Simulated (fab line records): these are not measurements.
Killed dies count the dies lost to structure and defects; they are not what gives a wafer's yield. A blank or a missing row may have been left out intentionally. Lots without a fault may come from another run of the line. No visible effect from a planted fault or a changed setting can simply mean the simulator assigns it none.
fab line records	flow sky130
record: lots: 5	wafers: 15	last-day: 50
route steps=708 shown VIA1@473 METAL2@483 PAD_OPEN@708
lots with no fault: from the same line, run without faults
start-h: hours from the record's first day to the start of the lot's first wafer shown	wait-h: hours since the lot's step before	" unchanged from the row above	L1.1+2: several wafers, shown together as one row	- no value present, or no start provided	* or withheld: withheld	< > ~ a bound
route shown NAME@n: a module of which the file shows steps, and the number in the route of the first	usual: mean and standard deviation over wafers with no fault	same: alike in all rows	chamber/n: place in a boat	sites: readings site by site	_std_site: standard deviation across them	_edge_site: inner sites' mean taken away from outer sites' mean	radius-mm: how far each site lies from the wafer's centre	mask NAME#n: copy n	behind: the last tool/chamber to shape the wafer	hold: cause of the lot's hold/its duration in hours/its outcome	device: the n, p or np transistor that did not switch	end of line: the same wafers' tests at the end of the route	a step with no rows: only its recipe	killed: not the wafer's yield, but the dies lost to structure and defects at the first sort	map: shows each die of a wafer: x if killed, . if not, _ if none is there
set.NAME: the setting as run; set.NAME@STEP: as run at that earlier step	model.NAME: the simulator's own value behind a step, which no gauge read
lots seen at some steps along the route; tables by step, rows by wafer
services: a tool's chamber out of use, with start hour (start-h, from the record's first day; less than 0 if before it), hours out, and reason
== steps ==
step: SKY_VIA1_ETCH_15
recipe: target: SiO2	chemistry: C4F8/O2/Ar	target-depth-nm: 351	stop-on: TiN	mask-material: KrF-thick	source-w: 1500	bias-w: 1200	pressure-mtorr: 40	c4f8-flow-sccm: withheld	O2_flow_sccm: 6	Ar_flow_sccm: 300	time-s: 54
step: SKY_VIA1_STRIP_16
recipe: chemistry: O2/N2	power-w: 1400	pressure-mtorr: 1500	platen-temp-c: withheld	o2-flow-sccm: 3000	n2-flow-sccm: 300	overash-fraction: 0.5
usual: drypump-motor-current-A: 5.3/0.32	oes-product-au: 0.416/0.0048	strip-time-to-endpoint-s: 4.475/0.023
lot.wafer	tool	chamber	start-h	wait-h	drypump-motor-current-A	oes-product-au	rf-hours-counter-h	strip-time-to-endpoint-s
L664.1	plasma-asher-03	1	781.04	0.0	5.4	0.414	4	4.474
L664.3	"	1	"	"	5.3	0.412	-	4.494
L664.4	"	0	"	"	5.4	0.420	-	4.512
L672.3	plasma-asher-03	0	850.05	0.1	5.4	0.413	-	4.510
L672.4	"	1	"	"	5.3	0.413	-	4.520
L672.6	"	1	"	"	5.3	0.416	-	4.508
L684.3	plasma-asher-01	0	932.50	0.1	5.6	0.409	-	4.487
L684.5	"	1	"	"	5.0	0.418	-	4.455
L684.6	"	0	"	"	5.7	0.415	-	4.466
L685.2	plasma-asher-04	0	955.17	0.0	4.7	0.417	52	4.510
L685.3	"	1	"	"	5.8	0.416	-	4.503
L685.6	"	0	"	"	4.7	0.422	-	4.497
L687.2	plasma-asher-03	0	959.29	0.0	5.4	0.422	21	4.507
L687.3	"	1	"	"	5.4	0.420	-	4.492
L687.6	"	0	"	"	5.4	0.417	-	4.486
step: SKY_VIA1_STRIP_17
recipe: chemistry: post-etch-residue-remover	time-s: 1200	temp-c: 72.5
step: SKY_VIA1_CLEAN_18
recipe: chemistry: IPA	time-s: 180	temp-c: 25
step: SKY_VIA1_CLEAN_19
recipe: chemistry: O3/DIW	dry: n2-spin
step: SKY_VIA1_SPUTTER_20
recipe: material: TiN	target-thk-nm: 20	chamber-pressure-pa: 5	power-w: 4000	time-s: 80
usual: throttle-valve-pct: 29.9/1.1
lot.wafer	tool	chamber	start-h	wait-h	throttle-valve-pct
L664.1	pvd-sputter-04	-	781.63	0.0	32.1
L664.3	"	-	"	"	29.7
L664.4	"	-	"	"	30.2
L672.3	pvd-sputter-04	-	850.61	0.0	30.6
L672.4	"	-	"	"	32.1
L672.6	"	-	"	"	30.1
L684.3	pvd-sputter-01	-	933.06	0.0	29.8
L684.5	"	-	"	"	28.4
L684.6	"	-	"	"	28.8
L685.2	pvd-sputter-02	-	955.76	0.0	31.7
L685.3	"	-	"	"	29.7
L685.6	"	-	"	"	29.8
L687.2	pvd-sputter-02	-	959.89	0.0	28.7
L687.3	"	-	"	"	31.7
L687.6	"	-	"	"	29.3
step: SKY_VIA1_CVD_21
recipe: material: W	target-thk-nm: 270	time-s: 80.902	temp-c: 400	pressure-torr: 40
usual: heater-power-w: 867/74
lot.wafer	tool	chamber	start-h	wait-h	heater-power-w
L664.1	cvd-w-01	1	781.70	0.0	782
L664.3	"	1	"	"	794
L664.4	"	0	"	"	872
L672.3	cvd-w-01	1	850.70	0.1	820
L672.4	"	0	"	"	916
L672.6	"	1	"	"	760
L684.3	cvd-w-01	1	933.16	0.1	741
L684.5	"	0	"	"	886
L684.6	"	1	"	"	728
L685.2	cvd-w-01	0	955.82	0.0	871
L685.3	"	0	"	"	866
L685.6	"	0	"	"	887
L687.2	cvd-w-02	1	959.95	0.0	981
L687.3	"	1	"	"	989
L687.6	"	1	"	"	978
step: SKY_VIA1_RS_MEAS_22
recipe: thk-meas-gauge: four-point-probe	reads: W_of_VIA1_CVD_21+TiN_of_VIA1_SPUTTER_20
usual: VIA1_W_RS: 0.431/0.0042
lot.wafer	tool	chamber	start-h	wait-h	VIA1_W_RS[ohm/sq]
L664.1	film-metro-04	-	781.79	0.1	0.432
L664.3	"	-	"	"	0.436
L664.4	"	-	"	"	0.430
L672.3	film-metro-01	-	850.80	0.1	0.430
L672.4	"	-	"	"	0.432
L672.6	"	-	"	"	0.428
L684.3	film-metro-02	-	933.26	0.1	0.436
L684.5	"	-	"	"	0.435
L684.6	"	-	"	"	0.435
L685.2	film-metro-02	-	955.93	0.1	0.430
L685.3	"	-	"	"	0.429
L685.6	"	-	"	"	0.426
L687.2	film-metro-04	-	960.06	0.1	0.434
L687.3	"	-	"	"	0.427
L687.6	"	-	"	"	0.436
step: SKY_VIA1_THK_MEAS_23
recipe: thk-meas-gauge: xrf	reads: W_of_VIA1_CVD_21
usual: VIA1_W_THK: 271/3.1
lot.wafer	tool	chamber	start-h	wait-h	VIA1_W_THK[nm]
L664.1	film-metro-04	-	781.91	0.1	270
L664.3	"	-	"	"	267
L664.4	"	-	"	"	270
L672.3	film-metro-01	-	850.90	0.1	273
L672.4	"	-	"	"	272
L672.6	"	-	"	"	273
L684.3	film-metro-02	-	933.36	0.1	272
L684.5	"	-	"	"	273
L684.6	"	-	"	"	272
L685.2	film-metro-02	-	956.04	0.1	275
L685.3	"	-	"	"	272
L685.6	"	-	"	"	275
L687.2	film-metro-04	-	960.17	0.1	269
L687.3	"	-	"	"	273
L687.6	"	-	"	"	268
step: SKY_VIA1_CMP_24
recipe: stop-on: SiO2	t-overpolish-s: 15	down-force-psi: 3.5	platen-rpm: 60	target-thk-nm: 0	pad-velocity-m-s: 0.94248
step: SKY_METAL2_SPUTTER_00
recipe: material: Ti	target-thk-nm: 15	power-w: 3000	time-s: 10	chamber-pressure-pa: 0.4
step: SKY_METAL2_SPUTTER_01
recipe: material: TiN	target-thk-nm: 20	power-w: 6500	time-s: 16.7	chamber-pressure-pa: 0.4
step: SKY_METAL2_SPUTTER_02
recipe: material: AlCu	target-thk-nm: 250	power-w: 10600	time-s: 13.3	chamber-pressure-pa: 0.4
usual: throttle-valve-pct: 29.6/0.85
lot.wafer	tool	chamber	start-h	wait-h	throttle-valve-pct	model.AlCu_of_METAL2_SPUTTER_02.thk-nm
L664.1	pvd-sputter-01	-	782.32	0.0	28.1	247
L664.3	"	-	"	"	29.0	249.4
L664.4	"	-	"	"	28.9	254.6
L672.3	pvd-sputter-02	-	851.29	0.0	29.8	288.1
L672.4	"	-	"	"	28.7	246.5
L672.6	"	-	"	"	31.3	248.5
L684.3	pvd-sputter-02	-	933.74	0.0	31.7	250.3
L684.5	"	-	"	"	28.8	249.1
L684.6	"	-	"	"	31.5	250
L685.2	pvd-sputter-03	-	956.44	0.0	29.1	250
L685.3	"	-	"	"	29.3	251.7
L685.6	"	-	"	"	29.9	247
L687.2	pvd-sputter-01	-	960.57	0.0	29.1	255.9
L687.3	"	-	"	"	29.1	250.2
L687.6	"	-	"	"	29.0	250.8
step: SKY_METAL2_SPUTTER_03
recipe: material: Ti	target-thk-nm: 5	power-w: 3000	time-s: 3.3	chamber-pressure-pa: 0.4
usual: throttle-valve-pct: 29.6/0.87
lot.wafer	tool	chamber	start-h	wait-h	throttle-valve-pct
L664.1	pvd-sputter-01	-	782.34	0.0	27.9
L664.3	"	-	"	"	29.0
L664.4	"	-	"	"	28.7
L672.3	pvd-sputter-02	-	851.31	0.0	29.5
L672.4	"	-	"	"	28.8
L672.6	"	-	"	"	31.5
L684.3	pvd-sputter-02	-	933.77	0.0	31.6
L684.5	"	-	"	"	28.7
L684.6	"	-	"	"	31.6
L685.2	pvd-sputter-03	-	956.46	0.0	29.2
L685.3	"	-	"	"	29.4
L685.6	"	-	"	"	29.9
L687.2	pvd-sputter-01	-	960.59	0.0	28.8
L687.3	"	-	"	"	29.1
L687.6	"	-	"	"	29.1
step: SKY_METAL2_SPUTTER_04
recipe: material: TiN	target-thk-nm: 70	power-w: 6500	time-s: 58.3	chamber-pressure-pa: 0.4
usual: throttle-valve-pct: 29.6/0.85
lot.wafer	tool	chamber	start-h	wait-h	throttle-valve-pct
L664.1	pvd-sputter-01	-	782.36	0.0	28.3
L664.3	"	-	"	"	29.0
L664.4	"	-	"	"	29.1
L672.3	pvd-sputter-02	-	851.33	0.0	29.9
L672.4	"	-	"	"	28.8
L672.6	"	-	"	"	31.4
L684.3	pvd-sputter-02	-	933.79	0.0	31.6
L684.5	"	-	"	"	28.4
L684.6	"	-	"	"	31.4
L685.2	pvd-sputter-03	-	956.48	0.0	29.3
L685.3	"	-	"	"	29.1
L685.6	"	-	"	"	30.3
L687.2	pvd-sputter-01	-	960.61	0.0	28.9
L687.3	"	-	"	"	29.2
L687.6	"	-	"	"	29.1
step: SKY_METAL2_RS_MEAS_05
recipe: thk-meas-gauge: four-point-probe	reads: TiN_of_METAL2_SPUTTER_04+Ti_of_METAL2_SPUTTER_03+AlCu_of_METAL2_SPUTTER_02+TiN_of_METAL2_SPUTTER_01+Ti_of_METAL2_SPUTTER_00
usual: METAL2_ALCU_RS: 0.1271/0.0013
lot.wafer	tool	chamber	start-h	wait-h	METAL2_ALCU_RS[ohm/sq]
L664.1	film-metro-04	-	782.41	0.0	0.1282
L664.3	"	-	"	"	0.1270
L664.4	"	-	"	"	0.1245
L672.3	film-metro-04	-	851.42	0.1	0.1093
L672.4	"	-	"	"	0.1284
L672.6	"	-	"	"	0.1276
L684.3	film-metro-03	-	933.88	0.1	0.1265
L684.5	"	-	"	"	0.1272
L684.6	"	-	"	"	0.1268
L685.2	film-metro-03	-	956.55	0.0	0.1267
L685.3	"	-	"	"	0.1261
L685.6	"	-	"	"	0.1287
L687.2	film-metro-03	-	960.68	0.0	0.1237
L687.3	"	-	"	"	0.1265
L687.6	"	-	"	"	0.1261
step: SKY_METAL2_THK_MEAS_06
recipe: thk-meas-gauge: xrf	reads: AlCu_of_METAL2_SPUTTER_02
usual: METAL2_ALCU_THK: 255.1/2.9
lot.wafer	tool	chamber	start-h	wait-h	METAL2_ALCU_THK[nm]
L664.1	film-metro-04	-	782.53	0.1	253.3
L664.3	"	-	"	"	255.2
L664.4	"	-	"	"	261.2
L672.3	film-metro-04	-	851.52	0.1	293.9
L672.4	"	-	"	"	252.7
L672.6	"	-	"	"	254.8
L684.3	film-metro-03	-	933.98	0.1	256.9
L684.5	"	-	"	"	256.6
L684.6	"	-	"	"	255.6
L685.2	film-metro-03	-	956.66	0.1	255.9
L685.3	"	-	"	"	259.0
L685.6	"	-	"	"	251.4
L687.2	film-metro-03	-	960.79	0.1	259.8
L687.3	"	-	"	"	256.5
L687.6	"	-	"	"	255.7
step: SKY_METAL2_DEHYDRATE_07
recipe: temp-c: 200	time-s: 60
step: SKY_PAD_OPEN_PROBE_99
lot.wafer	tool	chamber	start-h	wait-h	model.etest.met2.line-ohm-um	model.etest.met2.rs-ohm-sq
L664.1	prober-01	-	1065.24	0.1	0.9121	0.1309
L664.3	prober-01	-	1065.34	0.2	0.898	0.1288
L664.4	prober-01	-	1065.39	0.2	0.8674	0.1265
L672.3	prober-01	-	1118.76	0.2	0.8152	0.1118
L672.4	prober-01	-	1118.81	0.2	0.9217	0.1305
L672.6	prober-01	-	1118.91	0.2	0.9215	0.1301
L684.3	prober-02	-	1177.44	0.2	0.9013	0.1291
L684.5	prober-02	-	1177.54	0.2	0.928	0.129
L684.6	prober-02	-	1177.59	0.2	0.9275	0.129
L685.2	prober-02	-	1193.06	0.1	0.9483	0.1279
L685.3	prober-02	-	1193.11	0.2	0.9088	0.1267
L685.6	prober-02	-	1193.26	0.2	0.9381	0.1304
L687.2	prober-01	-	1196.19	0.1	0.864	0.1256
L687.3	prober-01	-	1196.24	0.2	0.896	0.1278
L687.6	prober-01	-	1196.39	0.2	0.9002	0.1278
killed by level:class
L664.1 CONTACT:geometric-particle:open=9 VIA1:geometric-particle:open=9 METAL1:geometric-particle:short=7 FIELD_ISO:geometric-particle:open=6 LI_CONTACT:geometric-particle:short=5 CONTACT:geometric-particle:short=5 POLY_GATE:geometric-particle:short=4 LI_CONTACT:geometric-particle:open=4
L664.3 CONTACT:geometric-particle:open=15 VIA1:geometric-particle:open=6 CONTACT:geometric-particle:short=5 VIA1:geometric-particle:short=5 METAL3:geometric-particle:short=5 VIA3:geometric-particle:open=5 FIELD_ISO:geometric-particle:open=4 FIELD_ISO:geometric-particle:short=4
L664.4 VIA1:geometric-particle:open=13 CONTACT:geometric-particle:open=10 METAL1:geometric-particle:short=9 VIA3:geometric-particle:open=7 FIELD_ISO:geometric-particle:open=6 VIA1:geometric-particle:short=5 POLY_GATE:geometric-particle:open=3 METAL2:geometric-particle:short=3
L684.3 VIA1:geometric-particle:open=17 CONTACT:geometric-particle:open=6 METAL2:geometric-particle:short=5 METAL1:geometric-particle:short=5 VIA3:geometric-particle:short=5 VIA2:geometric-particle:open=4 VIA2:geometric-particle:short=4 METAL4:geometric-particle:short=4
L684.5 CONTACT:geometric-particle:open=9 VIA3:geometric-particle:open=7 VIA1:geometric-particle:open=6 METAL2:geometric-particle:short=6 VIA2:geometric-particle:short=6 VIA2:geometric-particle:open=5 FIELD_ISO:geometric-particle:short=4 POLY_GATE:geometric-particle:short=4
L684.6 VIA1:geometric-particle:open=11 METAL2:geometric-particle:short=9 LI_CONTACT:geometric-particle:open=8 METAL1:geometric-particle:short=7 VIA3:geometric-particle:open=6 VIA2:geometric-particle:open=6 CONTACT:geometric-particle:open=5 VIA3:geometric-particle:short=5
L685.2 VIA3:geometric-particle:open=12 VIA1:geometric-particle:open=10 CONTACT:geometric-particle:open=9 LI_CONTACT:geometric-particle:open=7 METAL2:geometric-particle:short=7 LOCAL_INTERCONNECT:geometric-particle:short=5 VIA2:geometric-particle:open=4 METAL3:geometric-particle:short=4
L685.3 VIA1:geometric-particle:open=14 CONTACT:geometric-particle:open=7 LI_CONTACT:geometric-particle:open=6 METAL1:geometric-particle:short=5 VIA2:geometric-particle:open=5 POLY_GATE:geometric-particle:short=4 VIA1:geometric-particle:short=4 METAL2:geometric-particle:open=4
L685.6 VIA1:geometric-particle:open=15 CONTACT:geometric-particle:short=9 LI_CONTACT:geometric-particle:open=7 METAL2:geometric-particle:short=7 CONTACT:geometric-particle:open=6 VIA1:geometric-particle:short=6 VIA2:geometric-particle:open=6 METAL3:geometric-particle:short=5
L687.2 VIA1:geometric-particle:open=17 VIA3:geometric-particle:open=9 CONTACT:geometric-particle:open=8 METAL1:geometric-particle:short=8 VIA2:geometric-particle:open=7 VIA2:geometric-particle:short=6 METAL2:geometric-particle:short=5 LI_CONTACT:geometric-particle:open=5
L687.3 VIA1:geometric-particle:open=12 CONTACT:geometric-particle:open=10 LI_CONTACT:geometric-particle:open=6 VIA3:geometric-particle:open=6 LOCAL_INTERCONNECT:geometric-particle:short=6 CONTACT:geometric-particle:short=5 LI_CONTACT:geometric-particle:short=4 METAL3:geometric-particle:short=4
L687.6 VIA1:geometric-particle:open=9 LI_CONTACT:geometric-particle:open=7 CONTACT:geometric-particle:open=7 VIA2:geometric-particle:open=6 VIA3:geometric-particle:open=6 METAL1:geometric-particle:short=5 METAL3:geometric-particle:short=5 CONTACT:geometric-particle:short=4
== services ==
tool	chamber	start-h	hours	kind
cvd-w-02	1	763.57	2.5	repair
pvd-sputter-03	-	766.60	3.1	repair
cvd-w-02	1	794.45	1.2	repair
plasma-asher-01	-	819.21	1.2	repair
plasma-asher-01	-	822.79	4.0	pm
pvd-sputter-01	3	829.43	-	consumable-replace:kit
pvd-sputter-01	3	829.43	18.0	scheduled-down
pvd-sputter-01	3	829.43	18.0	vent-cycle
pvd-sputter-02	0	851.38	-	consumable-replace:kit
pvd-sputter-02	0	851.38	18.0	scheduled-down
pvd-sputter-02	0	851.38	18.0	vent-cycle
cvd-w-02	1	851.96	3.1	repair
plasma-asher-03	-	855.42	2.8	pm
pvd-sputter-04	-	865.95	3.0	repair
plasma-asher-04	-	869.92	5.3	repair
pvd-sputter-01	-	870.55	4.3	repair
plasma-asher-03	-	892.76	7.6	repair
cvd-w-01	-	904.00	14.0	pm
cvd-w-01	0	904.00	14.0	vent-cycle
cvd-w-01	1	904.00	14.0	vent-cycle
cvd-w-01	1	904.07	4.9	repair
pvd-sputter-03	0	907.97	-	consumable-replace:kit
cvd-w-01	0	918.00	-	clean
cvd-w-01	1	918.00	-	clean
== key ==
first-sign: step: SKY_METAL2_RS_MEAS_05	reading: METAL2_ALCU_RS	direction: down	sigmas: 14	usual: 0.1271	struck: 0.1093
effect: step: SKY_METAL2_THK_MEAS_06	reading: METAL2_ALCU_THK	direction: up	sigmas: 14	usual: 255.1	struck: 293.9
model-effect: step: SKY_METAL2_SPUTTER_02	value: AlCu_of_METAL2_SPUTTER_02.thk-nm	without: 247.4	struck: 288.1
model-effect: step: SKY_PAD_OPEN_PROBE_99	value: etest.met2.line-ohm-um	without: 0.9542	struck: 0.8152
met-at SKY_METAL2_SPUTTER_02
struck-wafers L672.3
sort-left-out L672.3
fault: kind: process-parameter-drift	tool: pvd-sputter-02	chamber: -	onset-h: 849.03	steps: SKY_METAL2_SPUTTER_02	channel: target-thk-nm	offset: 40.692	shape: step	end-h: 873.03	acts-in: these-recipes-only	stated: 250	scope: struck-wafers-only
sort-left-out: the simulated sort isn't trusted on such a fault, so these wafers' sort isn't shown, and their yield isn't known
